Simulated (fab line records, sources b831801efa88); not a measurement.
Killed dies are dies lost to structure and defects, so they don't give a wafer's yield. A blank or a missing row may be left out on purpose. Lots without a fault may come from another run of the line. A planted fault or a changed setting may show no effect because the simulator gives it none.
Which tool did it? | flow sfq_line | 14 lots, 41 wafers sampled, at 3 steps of a route of 325

WHAT THE GAUGES READ, wafer by wafer
SFQ_M6_RS_MEAS_938: measures by four-point-probe.
lot  | measured     | on            | M6_NB_RS (ohm/sq)
L114 | day 60 17:02 | film_metro-04 | 0.888 0.884 0.887
L115 | day 60 21:43 | film_metro-04 | 0.891 0.889 0.879
L116 | day 64 07:25 | film_metro-02 | 0.908 0.900 0.904
L118 | day 64 12:49 | film_metro-03 | 0.885 0.881 0.887
L119 | day 68 20:54 | film_metro-02 | 0.886 0.893 0.886
L121 | day 72 23:07 | film_metro-04 | 0.889 0.879 0.871
L123 | day 73 05:15 | film_metro-02 | 0.885 0.893 0.886
L124 | day 76 00:01 | film_metro-03 | 0.896 0.901 0.898
L125 | day 76 06:01 | film_metro-02 | 0.902 0.900 0.905
L126 | day 76 10:47 | film_metro-04 | 0.895 0.904 0.896
L132 | day 77 02:23 | film_metro-04 | 0.884 0.886 0.883
L134 | day 77 12:02 | film_metro-04 | 0.900 0.909
L135 | day 77 14:22 | film_metro-04 | 0.881 0.883 0.879
L137 | day 77 19:10 | film_metro-03 | 0.879 0.888 0.886

WHICH TOOL RAN EACH LOT (tool, then ch and the chambers of the sampled wafers, then the start)
lot  | SFQ_TRILAYER_I4_CMP_CMP_100   | SFQ_TRILAYER_A5C_DEP_PECVD_142
L114 | cmp-01 ch 1,2,3, day 37 01:12 | pecvd-01 ch 0,1, day 60 09:10
L115 | cmp-02 ch 0,1,3, day 37 07:06 | pecvd-03 ch 0,1,2, day 60 15:10
L116 | cmp-02 ch 0,1,3, day 37 22:19 | pecvd-03 ch 0,2, day 61 01:58
L118 | cmp-02 ch 0,1, day 41 05:00   | pecvd-03 ch 0,1,2, day 63 18:53
L119 | cmp-01 ch 0,1, day 41 10:31   | pecvd-03 ch 0,2, day 64 01:08
L121 | cmp-02 ch 0,1,2, day 44 21:41 | pecvd-03 ch 0,2, day 66 04:57
L123 | cmp-02 ch 0,2,3, day 45 07:17 | pecvd-01 ch 0,1,2, day 66 07:19
L124 | cmp-01 ch 0,1,3, day 45 09:35 | pecvd-03 ch 0,2, day 66 09:15
L125 | cmp-02 ch 0,2,3, day 45 10:17 | pecvd-01 ch 0,2, day 66 11:38
L126 | cmp-01 ch 0,1,3, day 45 15:35 | pecvd-02 ch 1,2, day 66 12:08
L132 | cmp-01 ch 0,1,3, day 46 04:05 | pecvd-02 ch 0,2, day 67 04:26
L134 | cmp-02 ch 2, day 46 07:47     | pecvd-02 ch 1,2, day 67 18:08
L135 | cmp-01 ch 0,3, day 46 09:35   | pecvd-03 ch 1,2, day 67 21:43
L137 | cmp-02 ch 0,2,3, day 46 16:53 | pecvd-01 ch 0,1,2, day 68 10:55
- SFQ_TRILAYER_I4_CMP_CMP_100: polishes SiO2.
- SFQ_TRILAYER_A5C_DEP_PECVD_142: deposits SiO2 from SiH4/N2O, time 15.556 s, target thk 70 nm.

WHAT THE TOOLS THEMSELVES READ (means of the sampled wafers that have a number; where no wafer has one, the mark that the record gives instead)
SFQ_TRILAYER_I4_CMP_CMP_100.
lot  | tool   | motor_current_A (A) | time_to_endpoint_s (s)
L114 | cmp-01 | 9.0                 | 225
L115 | cmp-02 | 10.3                | 207
L116 | cmp-02 | 10.4                | 209
L118 | cmp-02 | 9.8                 | 212
L119 | cmp-01 | 10.0                | 223
L121 | cmp-02 | 9.8                 | 211
L123 | cmp-02 | 10.1                | 209
L124 | cmp-01 | 9.3                 | 223
L125 | cmp-02 | 10.3                | 208
L126 | cmp-01 | 9.1                 | 222
L132 | cmp-01 | 9.3                 | 221
L134 | cmp-02 | 9.9                 | 212
L135 | cmp-01 | 9.0                 | 219
L137 | cmp-02 | 10.4                | 202

SFQ_TRILAYER_A5C_DEP_PECVD_142.
lot  | tool     | heater_power_w (W) | throttle_valve_pct (%)
L114 | pecvd-01 | 90                 | 24.5
L115 | pecvd-03 | 99                 | 23.6
L116 | pecvd-03 | 111                | 22.8
L118 | pecvd-03 | 97                 | 23.6
L119 | pecvd-03 | 99                 | 23.2
L121 | pecvd-03 | 110                | 23.0
L123 | pecvd-01 | 82                 | 25.5
L124 | pecvd-03 | 96                 | 23.4
L125 | pecvd-01 | 73                 | 26.7
L126 | pecvd-02 | 80                 | 25.0
L132 | pecvd-02 | 80                 | 26.8
L134 | pecvd-02 | 78                 | 24.4
L135 | pecvd-03 | 101                | 23.6
L137 | pecvd-01 | 86                 | 25.5

THE ANSWER, worked out from the rows above alone
Rule: what is usual is taken from the lots themselves. Put in order of their means at a reading, lots are off if they are a third of the lots or fewer, leave a main group of 4 or more, and stand apart from it by a gap of 3 or more times the standard deviation of the main group's means; of several such gaps the widest counts. A main group whose means are all the same, to the digits that the tables above print for the reading, isn't used. A lot without any number at a reading at which 4 lots or more have one is off too. The other lots that the step has rows for count as sound. The gauges are gone through in route order, then the tools' own readings, and for those a lot's mean is taken as printed above. The first step at which some lot is off is used, and at that step the reading that is off furthest; a lot without a number counts as furthest.
No lot is off at any reading shown: from this, nothing can be told.

WHAT THE SIMULATOR HAD PUT IN
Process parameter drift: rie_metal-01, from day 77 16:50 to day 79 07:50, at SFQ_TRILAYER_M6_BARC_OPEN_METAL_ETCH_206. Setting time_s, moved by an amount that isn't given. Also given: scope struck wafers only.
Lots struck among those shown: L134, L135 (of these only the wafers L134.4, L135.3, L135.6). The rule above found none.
